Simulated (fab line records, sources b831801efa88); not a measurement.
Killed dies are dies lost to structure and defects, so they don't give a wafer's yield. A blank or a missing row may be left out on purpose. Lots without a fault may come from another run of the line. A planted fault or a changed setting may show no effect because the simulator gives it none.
Chamber matching | flow sky130 | SKY_LI_CONTACT_ETCH_15 on rie_diel-04: 4 sister chambers
The step etches PSG in C4F8/O2/Ar, stops on Si, target depth 600 nm. 8 wafers are shown with their chamber, then 7 later ones without.

WAFERS WITH THEIR CHAMBER
wafer  | chamber | chamber_pressure_mTorr (mTorr) | oes_product_au (a.u.)
L380.5 | 2       | 40.02                          | 0.841
L384.2 | 1       | 39.97                          | 0.835
L384.4 | 2       | 40.04                          | 0.832
L389.2 | 3       | 40.03                          | 0.844
L389.5 | 0       | 39.97                          | 0.833
L389.6 | 3       | 39.93                          | 0.840
L391.4 | 1       | 40.02                          | 0.842
L391.5 | 0       | 40.05                          | 0.839

WAFERS WITHOUT THEIR CHAMBER
wafer  | chamber_pressure_mTorr (mTorr) | oes_product_au (a.u.)
L391.6 | 40.04                          | 0.844
L399.3 | 40.04                          | 0.833
L399.4 | 40.00                          | 0.832
L399.5 | 39.99                          | 0.839
L402.4 | 39.92                          | 0.837
L402.5 | 39.96                          | 0.833
L402.6 | 40.11                          | 0.835

WHICH CHAMBER EACH WENT THROUGH
wafer  | from the rows above               | in truth
L391.6 | can't be placed: 3 or 1 or 2 or 0 | 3
L399.3 | can't be placed: 2 or 0 or 1 or 3 | 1
L399.4 | can't be placed: 0 or 2 or 1 or 3 | 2
L399.5 | can't be placed: 1 or 3 or 0 or 2 | 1
L402.4 | can't be placed: 1 or 3 or 0 or 2 | 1
L402.5 | can't be placed: 0 or 1 or 2 or 3 | 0
L402.6 | can't be placed: 2 or 0 or 1 or 3 | 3
Placed correctly: 0 of 7. Can't be placed from these rows: 7 (the true chamber is among the candidates in 7). Placed wrongly: 0.
How it was worked out, from the rows above alone: a wafer's distance from a chamber is the root of the sum, over the readings, of the square of ((its reading less the chamber's mean) divided by the reading's scatter). The wafer belongs to the nearest chamber; if the next one is less than 2 further off, it can't be placed. A chamber's mean is the mean of its shown wafers. The scatter: the root of (the sum of the squares of (reading less its chamber's mean) over the shown wafers, divided by (wafers less chambers)).
